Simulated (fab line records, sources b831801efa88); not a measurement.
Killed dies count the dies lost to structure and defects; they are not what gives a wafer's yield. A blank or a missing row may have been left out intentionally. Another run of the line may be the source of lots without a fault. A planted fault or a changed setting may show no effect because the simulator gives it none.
fab line records	flow sky130
record: lots: 6	wafers: 18	last-day: 50
route steps=708 shown VIA3@590 METAL4@598 CAP2M@603
lots that met no fault: taken from a fault-free run of the same line
start-h: start of the lot's first displayed wafer, in hours after the record's first day	wait-h: how many hours have passed since the lot's step before this one	" as in the row above	L1.1+2: a row that stands for several wafers	- value missing, or start not given	* or withheld: withheld	< > ~ a bound
route shown NAME@n: names a module that has steps shown in the file, with the first one's number in the route	usual: mean/standard deviation of fault-free wafers	same: alike in all rows	chamber/n: place in a boat	sites: the reading at each site	_std_site: the standard deviation of these	_edge_site: outer sites' mean less inner sites'	radius-mm: how far each site lies from the wafer's centre	mask NAME#n: copy n	behind: the most recent tool/chamber to have shaped the wafer	hold: the reason the lot was held/the length of the hold in hours/how it ended	device: the transistor (n, p or np) that didn't switch	end of line: the route-end tests of the same wafers	a step without rows: its recipe alone	killed: not the wafer's yield, but the dies lost to structure and defects at the first sort	map: dies across one wafer; x = killed, . = not, _ = none there
set.NAME: setting as actually run; set.NAME@STEP: the setting as run at that earlier step	model.NAME: the simulator's own value behind a step, which no gauge read
certain route steps with their lots: each step a table, each wafer a row
services: when a tool's chamber went out of use (start-h, in hours from the record's first day, below 0 if earlier), for how many hours, and the reason
== steps ==
step: SKY_VIA3_STRIP_17
recipe: chemistry: post-etch-residue-remover	time-s: 1200	temp-c: 72.5
step: SKY_VIA3_CLEAN_18
recipe: chemistry: IPA	time-s: 180	temp-c: 25
step: SKY_VIA3_CLEAN_19
recipe: chemistry: O3/DIW	dry: n2-spin
step: SKY_VIA3_SPUTTER_20
recipe: material: TiN	target-thk-nm: 20	chamber-pressure-pa: 5	power-w: 4000	time-s: 80
usual: cathode-dc-power-W: 4000.0/0.76	chamber-pressure-pa: 5.001/0.0098	throttle-valve-pct: 29.9/0.65
lot.wafer	tool	chamber	start-h	wait-h	cathode-dc-power-W	chamber-pressure-pa	throttle-valve-pct
L965.1	pvd-sputter-02	-	983.88	0.0	3999.3	5.007	30.3
L965.2	"	-	"	"	3999.0	4.993	30.9
L965.6	"	-	"	"	4000.7	4.999	30.4
L966.1	pvd-sputter-03	-	993.50	0.0	4000.2	5.001	29.8
L966.2	"	-	"	"	4000.0	4.986	31.0
L966.5	"	-	"	"	4001.1	4.989	29.7
L969.2	pvd-sputter-04	-	1018.44	0.0	3999.3	5.026	29.2
L969.4	"	-	"	"	4000.9	5.015	29.3
L969.6	"	-	"	"	3999.4	4.999	29.3
L970.2	pvd-sputter-04	-	1023.66	0.0	4000.1	5.009	29.2
L970.3	"	-	"	"	4000.1	5.006	29.6
L970.5	"	-	"	"	4002.1	5.002	29.4
L976.1	pvd-sputter-03	-	1056.60	0.0	4000.0	4.999	29.8
L976.3	"	-	"	"	4000.6	4.997	30.7
L976.5	"	-	"	"	4000.5	5.006	31.1
L982.1	pvd-sputter-03	-	1086.48	0.0	3999.5	5.005	29.8
L982.5	"	-	"	"	3999.0	4.998	29.6
L982.6	"	-	"	"	4000.2	5.002	29.6
step: SKY_VIA3_CVD_21
recipe: material: W	target-thk-nm: 390	time-s: 117.31	temp-c: 400	pressure-torr: 40
step: SKY_VIA3_RS_MEAS_22
recipe: thk-meas-gauge: four-point-probe	reads: W_of_VIA3_CVD_21+TiN_of_VIA3_SPUTTER_20
usual: VIA3_W_RS: 0.292/0.0061
lot.wafer	tool	chamber	start-h	wait-h	VIA3_W_RS[ohm/sq]
L965.1	film-metro-04	-	984.07	0.1	0.282
L965.2	"	-	"	"	0.291
L965.6	"	-	"	"	0.284
L966.1	film-metro-01	-	993.68	0.1	0.291
L966.2	"	-	"	"	0.288
L966.5	"	-	"	"	0.287
L969.2	film-metro-03	-	1018.64	0.1	0.291
L969.4	"	-	"	"	0.292
L969.6	"	-	"	"	0.291
L970.2	film-metro-04	-	1023.87	0.1	0.291
L970.3	"	-	"	"	0.290
L970.5	"	-	"	"	0.290
L976.1	film-metro-03	-	1056.79	0.1	0.306
L976.3	"	-	"	"	0.298
L976.5	"	-	"	"	0.296
L982.1	film-metro-04	-	1086.67	0.1	0.300
L982.5	"	-	"	"	0.300
L982.6	"	-	"	"	0.299
step: SKY_VIA3_THK_MEAS_23
recipe: thk-meas-gauge: xrf	reads: W_of_VIA3_CVD_21
usual: VIA3_W_THK: 386/7.3
lot.wafer	tool	chamber	start-h	wait-h	VIA3_W_THK[nm]
L965.1	film-metro-04	-	984.19	0.1	397
L965.2	"	-	"	"	385
L965.6	"	-	"	"	397
L966.1	film-metro-01	-	993.80	0.1	381
L966.2	"	-	"	"	389
L966.5	"	-	"	"	389
L969.2	film-metro-03	-	1018.75	0.1	389
L969.4	"	-	"	"	391
L969.6	"	-	"	"	393
L970.2	film-metro-04	-	1023.98	0.1	384
L970.3	"	-	"	"	388
L970.5	"	-	"	"	386
L976.1	film-metro-03	-	1056.91	0.1	371
L976.3	"	-	"	"	380
L976.5	"	-	"	"	382
L982.1	film-metro-04	-	1086.79	0.1	374
L982.5	"	-	"	"	372
L982.6	"	-	"	"	374
step: SKY_VIA3_CMP_24
recipe: stop-on: SiO2	t-overpolish-s: 20	down-force-psi: 3.5	platen-rpm: 61.08	target-thk-nm: 0	pad-velocity-m-s: 0.94248
step: SKY_METAL4_SPUTTER_00
recipe: material: Ti	target-thk-nm: 15	power-w: 3000	time-s: 10	chamber-pressure-pa: 0.4
usual: cathode-dc-power-W: 3000.0/0.54	chamber-pressure-pa: 0.4002/0.00076	throttle-valve-pct: 29.5/0.67
lot.wafer	tool	chamber	start-h	wait-h	cathode-dc-power-W	chamber-pressure-pa	throttle-valve-pct
L965.1	pvd-sputter-03	-	984.55	0.2	3000.7	0.4000	29.2
L965.2	"	-	"	"	2999.3	0.3998	29.7
L965.6	"	-	"	"	3000.2	0.4000	29.9
L966.1	pvd-sputter-04	-	994.16	0.2	3000.0	0.4014	29.2
L966.2	"	-	"	"	3001.0	0.4002	29.6
L966.5	"	-	"	"	2999.5	0.4006	29.2
L969.2	pvd-sputter-03	-	1019.10	0.2	2999.0	0.3996	30.7
L969.4	"	-	"	"	2999.3	0.4006	28.9
L969.6	"	-	"	"	3000.1	0.4015	29.5
L970.2	pvd-sputter-03	-	1024.33	0.1	2999.9	0.3990	31.0
L970.3	"	-	"	"	3000.8	0.4000	29.1
L970.5	"	-	"	"	3000.7	0.4010	29.6
L976.1	pvd-sputter-04	-	1057.27	0.1	3000.4	0.3992	29.2
L976.3	"	-	"	"	3000.2	0.4017	29.2
L976.5	"	-	"	"	3000.0	0.4006	29.4
L982.1	pvd-sputter-04	-	1087.65	0.1	3000.2	0.3999	29.7
L982.5	"	-	"	"	2998.6	0.3993	29.4
L982.6	"	-	"	"	3000.5	0.4000	29.7
step: SKY_METAL4_SPUTTER_01
recipe: material: TiN	target-thk-nm: 20	power-w: 6500	time-s: 16.7	chamber-pressure-pa: 0.4
usual: cathode-dc-power-W: 6500.2/1.1	chamber-pressure-pa: 0.4000/0.00084	throttle-valve-pct: 29.5/0.68
lot.wafer	tool	chamber	start-h	wait-h	cathode-dc-power-W	chamber-pressure-pa	throttle-valve-pct
L965.1	pvd-sputter-03	-	984.57	0.0	6500.4	0.3988	29.1
L965.2	"	-	"	"	6500.8	0.3997	29.8
L965.6	"	-	"	"	6498.1	0.4007	29.9
L966.1	pvd-sputter-04	-	994.18	0.0	6501.0	0.4004	29.2
L966.2	"	-	"	"	6498.7	0.3985	29.4
L966.5	"	-	"	"	6501.9	0.4002	29.0
L969.2	pvd-sputter-03	-	1019.12	0.0	6499.7	0.4015	30.8
L969.4	"	-	"	"	6500.8	0.3988	29.0
L969.6	"	-	"	"	6501.7	0.4005	29.5
L970.2	pvd-sputter-03	-	1024.35	0.0	6500.5	0.3999	31.0
L970.3	"	-	"	"	6499.4	0.3997	29.1
L970.5	"	-	"	"	6500.4	0.4003	29.6
L976.1	pvd-sputter-04	-	1057.29	0.0	6501.5	0.3993	29.5
L976.3	"	-	"	"	6499.6	0.4008	29.3
L976.5	"	-	"	"	6500.1	0.3981	29.6
L982.1	pvd-sputter-04	-	1087.67	0.0	6498.7	0.4005	29.6
L982.5	"	-	"	"	6500.2	0.4008	29.2
L982.6	"	-	"	"	6499.2	0.3997	29.5
step: SKY_METAL4_SPUTTER_02
recipe: material: AlCu	target-thk-nm: 735	power-w: 10600	time-s: 39.1	chamber-pressure-pa: 0.4
step: SKY_METAL4_SPUTTER_03
recipe: material: Ti	target-thk-nm: 5	power-w: 3000	time-s: 3.3	chamber-pressure-pa: 0.4
usual: cathode-dc-power-W: 3000.0/0.51	chamber-pressure-pa: 0.4000/0.00078	throttle-valve-pct: 29.5/0.69
lot.wafer	tool	chamber	start-h	wait-h	cathode-dc-power-W	chamber-pressure-pa	throttle-valve-pct
L965.1	pvd-sputter-03	-	984.63	0.0	3000.0	0.3998	28.8
L965.2	"	-	"	"	2999.7	0.4012	29.9
L965.6	"	-	"	"	2999.9	0.4003	29.6
L966.1	pvd-sputter-04	-	994.25	0.0	3000.4	0.4016	29.1
L966.2	"	-	"	"	3000.3	0.3997	29.6
L966.5	"	-	"	"	2999.3	0.3982	29.5
L969.2	pvd-sputter-03	-	1019.19	0.0	2999.8	0.3995	31.1
L969.4	"	-	"	"	2999.0	0.4009	28.9
L969.6	"	-	"	"	2999.6	0.3986	29.9
L970.2	pvd-sputter-03	-	1024.41	0.0	2999.3	0.4021	30.8
L970.3	"	-	"	"	3000.2	0.3998	29.3
L970.5	"	-	"	"	2999.4	0.3995	29.8
L976.1	pvd-sputter-04	-	1057.35	0.0	2999.2	0.3998	29.5
L976.3	"	-	"	"	3000.0	0.3992	29.3
L976.5	"	-	"	"	3000.6	0.3997	29.6
L982.1	pvd-sputter-04	-	1087.73	0.0	2999.5	0.3991	29.4
L982.5	"	-	"	"	2999.7	0.4003	29.4
L982.6	"	-	"	"	3000.9	0.4000	29.7
step: SKY_METAL4_SPUTTER_04
recipe: material: TiN	target-thk-nm: 70	power-w: 6500	time-s: 58.3	chamber-pressure-pa: 0.4
usual: cathode-dc-power-W: 6499.9/1.1	chamber-pressure-pa: 0.3999/0.00073	throttle-valve-pct: 29.5/0.68
lot.wafer	tool	chamber	start-h	wait-h	cathode-dc-power-W	chamber-pressure-pa	throttle-valve-pct
L965.1	pvd-sputter-03	-	984.65	0.0	6500.6	0.3999	29.0
L965.2	"	-	"	"	6501.3	0.4004	29.6
L965.6	"	-	"	"	6501.2	0.4003	29.8
L966.1	pvd-sputter-04	-	994.27	0.0	6501.8	0.3979	29.1
L966.2	"	-	"	"	6499.1	0.3997	29.5
L966.5	"	-	"	"	6499.4	0.3985	29.3
L969.2	pvd-sputter-03	-	1019.21	0.0	-	-	-
L969.4	"	-	"	"	-	-	-
L969.6	"	-	"	"	-	-	-
L970.2	pvd-sputter-03	-	1024.43	0.0	-	-	-
L970.3	"	-	"	"	-	-	-
L970.5	"	-	"	"	-	-	-
L976.1	pvd-sputter-04	-	1057.37	0.0	6500.2	0.4007	29.7
L976.3	"	-	"	"	6502.2	0.3987	29.1
L976.5	"	-	"	"	6499.3	0.3994	29.5
L982.1	pvd-sputter-04	-	1087.75	0.0	6501.2	0.3994	29.7
L982.5	"	-	"	"	6500.7	0.4008	29.1
L982.6	"	-	"	"	6501.8	0.4011	29.4
step: SKY_CAP2M_CVD_00
recipe: material: SiO2	target-thk-nm: 15.5	temp-c: 400	time-s: withheld	rf-w: 450
step: SKY_CAP2M_SPUTTER_02
recipe: material: TiN	target-thk-nm: 200	temp-c: 300	power-w: 6500	time-s: 166.7	chamber-pressure-pa: 0.4
step: SKY_CAP2M_DEHYDRATE_05
recipe: temp-c: 200	time-s: 60
step: SKY_CAP2M_HMDS_06
recipe: prime-time-s: 60	prime-temp-c: 120
step: SKY_CAP2M_COAT_07
recipe: resist: NOVOLAK	spin-rpm: 3000	resist-thk-nm: 1140
step: SKY_CAP2M_SOFTBAKE_08
recipe: temp-c: 90	time-s: 60	resist: NOVOLAK
step: SKY_CAP2M_EXPOSE_09
recipe: mask-id: CAP2M	na: 0.6	source-shape: conventional	sigma-outer: 0.6	polarization: unpolarized	target-cd-nm: 1000	dose-mj: 159
step: SKY_CAP2M_PEB_10
recipe: temp-c: withheld	time-s: *	resist: NOVOLAK
step: SKY_CAP2M_DEVELOP_11
recipe: resist: NOVOLAK	developer: TMAH	develop-time-s: 60	dev-temp-c: 23
step: SKY_CAP2M_OVL_MEAS_12
usual: CAP2M_OVL: -0.4/1.7
lot.wafer	tool	chamber	start-h	wait-h	CAP2M_OVL[nm]
L965.1	overlay-01	-	1007.80	0.1	-1.3
L965.2	"	-	"	"	-0.5
L965.6	"	-	"	"	-0.6
L966.1	overlay-01	-	1018.00	0.1	1.7
L966.2	"	-	"	"	0.7
L966.5	"	-	"	"	1.9
L969.2	overlay-01	-	1041.95	0.1	-1.0
L969.4	"	-	"	"	-1.0
L969.6	"	-	"	"	-0.2
L970.2	overlay-02	-	1046.41	0.1	0.2
L970.3	"	-	"	"	-3.3
L970.5	"	-	"	"	-2.9
L976.1	overlay-01	-	1079.25	0.1	0.7
L976.3	"	-	"	"	0.1
L976.5	"	-	"	"	-2.4
L982.1	overlay-01	-	1108.50	0.1	-1.9
L982.5	"	-	"	"	1.5
L982.6	"	-	"	"	-1.4
step: SKY_CAP2M_METAL_ETCH_13
recipe: target-depth-nm: 220	stop-on: SiO2	chemistry: Cl2/BCl3	target: TiN	pressure-mtorr: 10	icp-w: 900	bias-w: 48.5	Cl2_flow_sccm: 60	bcl3-flow-sccm: 30	time-s: 62.9
step: SKY_CAP2M_STRIP_14
recipe: chemistry: O2/N2	power-w: 1400	pressure-mtorr: 1500	platen-temp-c: withheld	o2-flow-sccm: 3000	n2-flow-sccm: 300	overash-fraction: 0.5
step: SKY_CAP2M_STRIP_15
recipe: chemistry: post-etch-residue-remover	time-s: 1200	temp-c: 72.5
step: SKY_CAP2M_CLEAN_16
recipe: chemistry: IPA	time-s: 180	temp-c: 25
step: SKY_CAP2M_CLEAN_17
recipe: chemistry: O3/DIW	dry: n2-spin
step: SKY_METAL4_DEHYDRATE_05
recipe: temp-c: 200	time-s: 60
step: SKY_METAL4_HMDS_06
recipe: prime-time-s: 60	prime-temp-c: 120
step: SKY_METAL4_COAT_07
recipe: resist: BARC	temp-c: withheld	time-s: withheld	spin-rpm: 3000	resist-thk-nm: 60
step: SKY_METAL4_COAT_08
recipe: resist: KrF-thick	spin-rpm: 3000	resist-thk-nm: 1140
step: SKY_METAL4_SOFTBAKE_09
recipe: temp-c: 100	time-s: 90	resist: KrF-thick
step: SKY_METAL4_EXPOSE_10
recipe: mask-id: MM4	na: 0.68	source-shape: annular	sigma-inner: 0.4	sigma-outer: 0.8	target-cd-nm: 300	dose-mj: 28.53
step: SKY_METAL4_PEB_11
recipe: peb-temp-c: withheld	peb-time-s: withheld	resist: KrF-thick
step: SKY_METAL4_DEVELOP_12
recipe: develop-time-s: 60	resist: KrF-thick	dev-temp-c: 21
step: SKY_METAL4_CD_MEAS_13
recipe: target-cd-nm: 300
usual: cd-nm: 300.1/1.6
lot.wafer	tool	chamber	start-h	wait-h	cd-nm
L965.1	cd-sem-02	-	1031.33	-	297.5
L965.2	"	-	"	"	298.5
L965.6	"	-	"	"	299.0
L966.1	cd-sem-02	-	1041.78	-	298.6
L966.2	"	-	"	"	298.2
L966.5	"	-	"	"	297.0
L969.2	cd-sem-01	-	1064.67	-	302.0
L969.4	"	-	"	"	302.9
L969.6	"	-	"	"	299.5
L970.2	cd-sem-02	-	1068.75	-	296.3
L970.3	"	-	"	"	296.2
L970.5	"	-	"	"	297.7
L976.1	cd-sem-02	-	1100.90	-	302.7
L976.3	"	-	"	"	300.9
L976.5	"	-	"	"	300.9
L982.1	cd-sem-01	-	1128.90	-	299.3
L982.5	"	-	"	"	298.5
L982.6	"	-	"	"	300.3
step: SKY_METAL4_OVL_MEAS_14
usual: METAL4_OVL: -4/5.6
lot.wafer	tool	chamber	start-h	wait-h	METAL4_OVL[nm]
L965.1	overlay-01	-	1031.45	0.1	-8
L965.2	"	-	"	"	5
L965.6	"	-	"	"	-3
L966.1	overlay-02	-	1041.90	0.1	-7
L966.2	"	-	"	"	-2
L966.5	"	-	"	"	-17
L969.2	overlay-02	-	1064.77	0.1	3
L969.4	"	-	"	"	5
L969.6	"	-	"	"	5
L970.2	overlay-01	-	1068.86	0.1	-2
L970.3	"	-	"	"	-5
L970.5	"	-	"	"	-5
L976.1	overlay-01	-	1101.04	0.1	0
L976.3	"	-	"	"	-5
L976.5	"	-	"	"	-1
L982.1	overlay-01	-	1129.02	0.1	-21
L982.5	"	-	"	"	-13
L982.6	"	-	"	"	-9
step: SKY_METAL4_DESCUM_15
recipe: chemistry: O2	source-power-w: 150	bias-power-w: 0	pressure-mtorr: 10	temp-c: 40	time-s: 8
usual: drypump-motor-current-A: 5.8/0.52	oes-product-au: 1.002/0.018
lot.wafer	tool	chamber	start-h	wait-h	drypump-motor-current-A	oes-product-au	rf-hours-counter-h
L965.1	rie-metal-04	0	1031.49	0.0	5.0	0.973	15
L965.2	"	1	"	"	5.2	0.989	3
L965.6	"	0	"	"	5.1	0.967	-
L966.1	rie-metal-04	1	1041.94	0.0	5.1	0.995	3
L966.2	"	0	"	"	5.1	0.960	16
L966.5	"	0	"	"	5.1	0.967	-
L969.2	rie-metal-01	1	1064.80	0.0	6.0	1.012	18
L969.4	"	0	"	"	6.0	0.995	-
L969.6	"	0	"	"	6.0	1.002	-
L970.2	rie-metal-01	0	1068.89	0.0	6.0	0.994	24
L970.3	"	0	"	"	6.0	0.998	-
L970.5	"	1	"	"	6.0	1.006	-
L976.1	rie-metal-02	1	1101.07	0.0	5.8	1.012	8
L976.3	"	0	"	"	6.6	1.027	-
L976.5	"	0	"	"	6.6	1.020	-
L982.1	rie-metal-04	1	1129.05	0.0	5.2	0.980	10
L982.5	"	0	"	"	5.0	0.979	-
L982.6	"	1	"	"	5.2	0.982	-
step: SKY_METAL4_METAL_ETCH_18
recipe: target-depth-a: 8450	stop-on: SiO2	over-etch-frac: 0.3	time-s: 183.1	chemistry: Cl2/BCl3	resist-sidewall-deg: 88	pressure-mtorr: 10	icp-w: 900	bias-w: 48.5	Cl2_flow_sccm: 60	bcl3-flow-sccm: 30
usual: drypump-motor-current-A: 5.7/0.5	oes-product-au: 0.868/0.0067	throttle-valve-pct: 22.264/0.0093
lot.wafer	tool	chamber	start-h	wait-h	drypump-motor-current-A	oes-product-au	rf-hours-counter-h	throttle-valve-pct
L965.1	rie-metal-01	0	1031.64	0.0	6.0	0.861	22	22.282
L965.2	"	1	"	"	6.0	0.862	16	22.252
L965.6	"	1	"	"	5.9	0.870	-	22.268
L966.1	rie-metal-01	1	1042.09	0.0	5.9	0.871	16	22.251
L966.2	"	0	"	"	6.0	0.862	23	22.270
L966.5	"	0	"	"	6.0	0.864	-	22.283
L969.2	rie-metal-04	0	1064.95	0.0	5.0	0.828	18	22.266
L969.4	"	1	"	"	5.2	0.832	-	22.263
L969.6	"	0	"	"	5.0	0.837	-	22.269
L970.2	rie-metal-02	1	1069.03	0.0	5.8	0.823	6	22.273
L970.3	"	0	"	"	6.6	0.831	-	22.270
L970.5	"	0	"	"	6.6	0.821	-	22.259
L976.1	rie-metal-01	1	1101.32	0.0	6.0	0.865	21	22.262
L976.3	"	1	"	"	6.0	0.876	-	22.261
L976.5	"	0	"	"	6.0	0.870	-	22.262
L982.1	rie-metal-01	0	1129.20	0.0	6.0	0.857	29	22.266
L982.5	"	1	"	"	6.0	0.867	-	22.267
L982.6	"	0	"	"	6.0	0.867	-	22.279
== services ==
tool	chamber	start-h	hours	kind
rie-metal-04	1	974.73	-	clean
rie-metal-04	1	974.73	15.9	scheduled-down
rie-metal-04	1	974.73	15.9	vent-cycle
rie-metal-02	-	977.29	10.0	pm
pvd-sputter-03	-	998.02	3.0	repair
pvd-sputter-03	-	1011.24	1.3	repair
pvd-sputter-02	-	1034.83	4.2	repair
pvd-sputter-04	-	1037.13	13.5	repair
pvd-sputter-03	0	1046.39	-	consumable-replace:kit
pvd-sputter-03	0	1046.39	18.0	scheduled-down
pvd-sputter-03	0	1046.39	18.0	vent-cycle
rie-metal-02	0	1046.68	10.3	repair
pvd-sputter-04	1	1085.59	-	consumable-replace:kit
pvd-sputter-04	1	1085.59	18.0	scheduled-down
pvd-sputter-04	1	1085.59	18.0	vent-cycle
pvd-sputter-02	3	1088.40	-	consumable-replace:kit
pvd-sputter-02	3	1088.40	18.0	scheduled-down
pvd-sputter-02	3	1088.40	18.0	vent-cycle
pvd-sputter-02	-	1123.57	1.4	repair
== key ==
first-sign: step: SKY_METAL4_SPUTTER_04	reading: tool-record	direction: missing
effect: step: SKY_METAL4_METAL_ETCH_18	reading: oes-product-au	direction: down	sigmas: 5.8	usual: 0.868	struck: 0.829
met-at SKY_METAL4_SPUTTER_04
struck-wafers L969.2,L969.4,L969.6,L970.2,L970.3,L970.5
later-rows-left-out L969.2,L969.4,L969.6,L970.2,L970.3,L970.5
sort-left-out L969.2,L969.4,L969.6,L970.2,L970.3,L970.5
onset-between 984.65 1019.21
fault: kind: skipped-step-whole	tool: pvd-sputter-03	chamber: -	onset-h: 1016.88	steps: SKY_METAL4_SPUTTER_04	scope: struck-lots-only
sort-left-out: the simulated sort isn't trusted on such a fault, so these wafers' sort isn't shown, and their yield isn't known
later-rows-left-out: the simulator's readings of these wafers behind a module that went badly wrong aren't trusted and aren't shown, but for the sort
